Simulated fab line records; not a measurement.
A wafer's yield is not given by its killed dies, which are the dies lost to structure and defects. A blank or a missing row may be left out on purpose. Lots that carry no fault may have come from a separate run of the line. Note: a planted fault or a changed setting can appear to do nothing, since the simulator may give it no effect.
Struck lot and sound lot, side by side / flow sky130 / 35 steps out of a route of 708
Sound: wafers L103.3, L103.4, L103.5. Struck: wafers L111.1, L111.6 (left out: L111.5, a lot-mate that was not struck); the cause follows at the end.
Each step with rows lists, per side, the tool, then ch with its chambers, then its first start. Under that, the readings that differ: sound wafers / struck wafers / difference of the means / sigmas: that difference in standard deviations of wafers without a fault.
alike: a reading whose means differ by less than 2 such deviations, as well as words and numbers matching on both sides. not compared: withheld readings; readings where some wafer has no value; bounds like >300 that might hide an equal value; numbers whose values overlap and for which the record gives no deviation.
Wherever a step has rows on one side only, a row that says differs or no value, or a row with sigmas, the two part there. When numbers do not overlap yet have no deviation, they are printed without sigmas and do not part them. A reading that every wafer of one side lacks parts them only if that side has two wafers or more.

first, 10 steps without rows for these wafers: SKY_CONTACT_ETCH_17 (etches SiO2 in C4F8/O2/Ar, stops on Si3N4, target depth 340 nm); SKY_CONTACT_ETCH_18 (etches Si3N4 in CHF3/O2, stops on TiN, time 39 s, target depth 75 nm); SKY_CONTACT_STRIP_19 (strips in O2/N2); SKY_CONTACT_STRIP_20 (strips in post etch residue remover, time 1200 s); SKY_CONTACT_CLEAN_21 (cleans in IPA, time 180 s); SKY_CONTACT_CLEAN_22 (cleans in O3/DIW); SKY_CONTACT_SPUTTER_23 (material TiN, target thk 20 nm, time 80 s); SKY_CONTACT_CVD_24 (deposits W, target thk 340 nm, time 102.12 s); SKY_CONTACT_CMP_27 (polishes, stops on SiO2, t overpolish 15 s, target thk 0 nm); SKY_METAL1_SPUTTER_00 (material Ti, target thk 15 nm, time 10 s).
SKY_METAL1_SPUTTER_01: material TiN, target thk 20 nm, time 16.7 s.
  sound on pvd sputter-04 at day 34 20:47; struck on pvd sputter-04 at day 37 19:11
  alike: cathode dc power W, throttle valve pct
then, 23 steps without rows for these wafers: SKY_METAL1_SPUTTER_02 (material AlCu, target thk 250 nm, time 13.3 s); SKY_METAL1_SPUTTER_03 (material Ti, target thk 5 nm, time 3.3 s); SKY_METAL1_SPUTTER_04 (material TiN, target thk 70 nm, time 58.3 s); SKY_METAL1_DEHYDRATE_07 (time 60 s); SKY_METAL1_HMDS_08 (prime time 60 s); SKY_METAL1_COAT_09 (resist thk 60 nm); SKY_METAL1_COAT_10 (resist thk 450 nm); SKY_METAL1_SOFTBAKE_11 (time 90 s); SKY_METAL1_EXPOSE_12 (exposes mask MM1, target cd 140 nm); SKY_METAL1_PEB_13; SKY_METAL1_DEVELOP_14 (develop time 60 s); SKY_METAL1_DESCUM_17 (chemistry O2, time 8 s); SKY_METAL1_ETCH_18 (etches BARC in N2/H2, stops on SiO2, time 45.9 s, target depth 60 nm); SKY_METAL1_METAL_ETCH_19 (etches the open film in Cl2/BCl3, stops on SiO2, target depth 360 nm, time 78 s); SKY_METAL1_STRIP_20 (strips in O2/N2); SKY_METAL1_STRIP_21 (strips in post etch residue remover, time 1200 s); SKY_METAL1_CLEAN_22 (cleans in IPA, time 180 s); SKY_METAL1_CLEAN_23 (cleans in O3/DIW); SKY_VIA1_HDPCVD_00 (deposits SiO2, target thk 1030 nm, time 171.7 s); SKY_VIA1_CMP_02 (polishes SiO2); SKY_VIA1_DEHYDRATE_04 (time 60 s); SKY_VIA1_HMDS_05 (prime time 60 s); SKY_VIA1_COAT_06 (resist thk 60 nm).
-- the record jumps here: 12 days lie between the struck wafers' starts before and after (it left off in module VIA1 and takes up again in module PAD_OPEN, whose first step shown is number 708 of the route) --
SKY_PAD_OPEN_PROBE_99:
  sound on prober-02 at day 48 06:06; struck on prober-02 at day 50 04:36
reading=defect limited yield (%); sound=82.1 81.3 82.3; struck=75.6 72.2; difference=-8.0; sigmas=-4
reading=killed_at_M0_to_M3; sound=47 49 53; struck=75 87; difference=+31; sigmas=+4
reading=killed dies; sound=88 92 87; struck=120 137; difference=+40; sigmas=+4
reading=sort_bin_3_pad_short (%); sound=1.0 0.6 1.0; struck=2.2 3.3; difference=+1.9; sigmas=+5
reading=sort_bin_5_function (%); sound=10.8 12.8 10.8; struck=13.6 17.3; difference=+4.0; sigmas=+3
reading=sort n pass; sound=404 400 405; struck=372 355; difference=-40; sigmas=-4
reading=sort yield pct (%); sound=82.1 81.3 82.3; struck=75.6 72.2; difference=-8.0; sigmas=-4
reading=model.etest.tester.sort n pass; sound=404 400 405; struck=372 355; difference=-40; sigmas=
reading=model.etest.tester.sort yield pct (%); sound=82.11 81.3 82.32; struck=75.61 72.15; difference=-8.03; sigmas=
reading=model.etest.tester.sort_bin_5_pct (%); sound=10.77 12.8 10.77; struck=13.62 17.28; difference=+4.00; sigmas=
reading=model.etest.tester.sort_bin_3_pct (%); sound=1.016 0.6098 1.016; struck=2.236 3.252; difference=+1.863; sigmas=
  alike: killed_at_M4_up, killed at contacts, killed at front end, killed at other, killed open, killed short, sort_bin_6_memory

== WHERE THEY PART ==
Only at SKY_PAD_OPEN_PROBE_99, as far as this record shows.

WHY: the cause the simulator had injected
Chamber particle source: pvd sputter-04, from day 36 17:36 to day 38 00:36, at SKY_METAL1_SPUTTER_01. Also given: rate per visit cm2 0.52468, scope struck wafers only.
